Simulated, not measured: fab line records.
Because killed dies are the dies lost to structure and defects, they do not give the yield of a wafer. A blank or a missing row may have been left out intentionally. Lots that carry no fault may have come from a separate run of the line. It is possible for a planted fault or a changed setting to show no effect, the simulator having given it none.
What tool caused it?	flow gf180mcu	Sampling: 13 lots, 38 wafers, 3 of 602 route steps

== WHAT EACH GAUGE READ, for each wafer ==
GF_CONTACT_CD_MEAS_14: target cd 220 nm. Usual: cd-nm at 220.5 nm, with a standard deviation of 1.6.
lot	measured	on	cd-nm (nm)	flag
L741	day 16 10:59	cd-sem-01	217.4 218.4 218.8	
L743	day 17 12:02	cd-sem-02	220.3 219.0 220.3	
L744	day 17 18:37	cd-sem-02	220.4 219.8 220.7	
L746	day 18 05:49	cd-sem-02	219.8 219.7 220.0	
L747	day 18 18:17	cd-sem-02	220.0 220.6 221.1	
L748	day 19 02:35	cd-sem-01	222.3 222.3 224.2	
L749	day 19 09:27	cd-sem-01	219.9 219.4 220.6	
L751	day 20 07:05	cd-sem-01	220.6 220.0 219.8	
L752	day 20 11:44	cd-sem-01	222.4 220.8 220.6	
L753	day 21 02:41	cd-sem-01	217.6 220.7 219.8	
L754	day 21 10:08	cd-sem-02	219.8 215.2	
L759	day 22 21:13	cd-sem-01	215.4 219.3 218.1	
L763	day 24 03:55	cd-sem-02	224.7 223.7 221.7	

== TOOL THAT RAN EACH LOT (tool first, then ch and the chambers of the sampled wafers, then the start) ==
lot	GF_SALICIDE_RTA_08	GF_CONTACT_EXPOSE_11
L741	rtp-anneal-02 ch 0, day 15 11:47	krf-scanner-02 ch 0, day 15 23:26
L743	rtp-anneal-02 ch 0, day 16 12:13	krf-scanner-02 ch 0, day 17 00:24
L744	rtp-anneal-02 ch 0, day 16 18:40	krf-scanner-02 ch 0, day 17 07:25
L746	rtp-anneal-01 ch 0, day 17 05:38	krf-scanner-01 ch 0, day 17 17:59
L747	rtp-anneal-02 ch 0, day 17 17:49	krf-scanner-01 ch 0, day 18 07:05
L748	rtp-anneal-02 ch 0, day 18 01:43	krf-scanner-01 ch 0, day 18 14:45
L749	rtp-anneal-02 ch 0, day 18 08:40	krf-scanner-02 ch 0, day 18 21:19
L751	rtp-anneal-02 ch 0, day 19 05:53	krf-scanner-02 ch 0, day 19 18:57
L752	rtp-anneal-01 ch 0, day 19 10:58	krf-scanner-01 ch 0, day 19 23:59
L753	rtp-anneal-01 ch 0, day 20 01:37	krf-scanner-02 ch 0, day 20 14:33
L754	rtp-anneal-01 ch 0, day 20 09:25	krf-scanner-02 ch 0, day 20 22:19
L759	rtp-anneal-02 ch 0, day 21 20:58	krf-scanner-02 ch 0, day 22 10:07
L763	rtp-anneal-01 ch 0, day 23 04:38	krf-scanner-01 ch 0, day 23 16:46
- GF_SALICIDE_RTA_08: time 30 s.
- GF_CONTACT_EXPOSE_11: exposes mask Contact, target cd 220 nm.

== AS READ BY THE TOOLS THEMSELVES (means over the sampled wafers that have a number; for cases with no such wafer, the mark the record gives instead) ==
GF_SALICIDE_RTA_08. Usual: lamp-power-pct 16.2 %, standard deviation 1.2; wafer_temp_C_max 804.2, standard deviation 0.77.
lot	tool	lamp-power-pct (%)	wafer_temp_C_max	flag
L741	rtp-anneal-02	17.4	804.1	
L743	rtp-anneal-02	17.4	803.8	
L744	rtp-anneal-02	17.4	803.8	
L746	rtp-anneal-01	15.0	804.0	
L747	rtp-anneal-02	17.4	803.8	
L748	rtp-anneal-02	17.4	803.5	
L749	rtp-anneal-02	17.4	804.8	
L751	rtp-anneal-02	17.4	804.0	
L752	rtp-anneal-01	15.0	804.4	
L753	rtp-anneal-01	15.0	804.6	
L754	rtp-anneal-01	15.0	804.5	
L759	rtp-anneal-02	17.4	803.4	
L763	rtp-anneal-01	15.0	804.8	

GF_CONTACT_EXPOSE_11. Usual: reticle-temp-C at 22.99 C, with a standard deviation of 0.094.
lot	tool	reticle-temp-C (C)	flag
L741	krf-scanner-02	23.00	
L743	krf-scanner-02	23.08	
L744	krf-scanner-02	23.05	
L746	krf-scanner-01	23.03	
L747	krf-scanner-01	22.99	
L748	krf-scanner-01	22.91	
L749	krf-scanner-02	22.99	
L751	krf-scanner-02	22.99	
L752	krf-scanner-01	22.88	
L753	krf-scanner-02	22.95	
L754	krf-scanner-02	23.02	
L759	krf-scanner-02	23.03	
L763	krf-scanner-01	23.06	

== THE ANSWER, worked out from the rows above alone ==
Rule: a lot counts as off when the mean over its wafers that have a number is more than 3 standard deviations away from the usual mean. A lot without any number at a reading at which 4 lots or more have one is off too. The other lots that the step has rows for count as sound. First the gauges in route order, then the tools' own readings, where a lot's mean is used as printed above. At the first step where some lot is off, the reading lying furthest off is the one used; lots without a number count as furthest.
No lot is off at any reading shown: from this, nothing can be told.

== WHAT WAS PUT IN BY THE SIMULATOR ==
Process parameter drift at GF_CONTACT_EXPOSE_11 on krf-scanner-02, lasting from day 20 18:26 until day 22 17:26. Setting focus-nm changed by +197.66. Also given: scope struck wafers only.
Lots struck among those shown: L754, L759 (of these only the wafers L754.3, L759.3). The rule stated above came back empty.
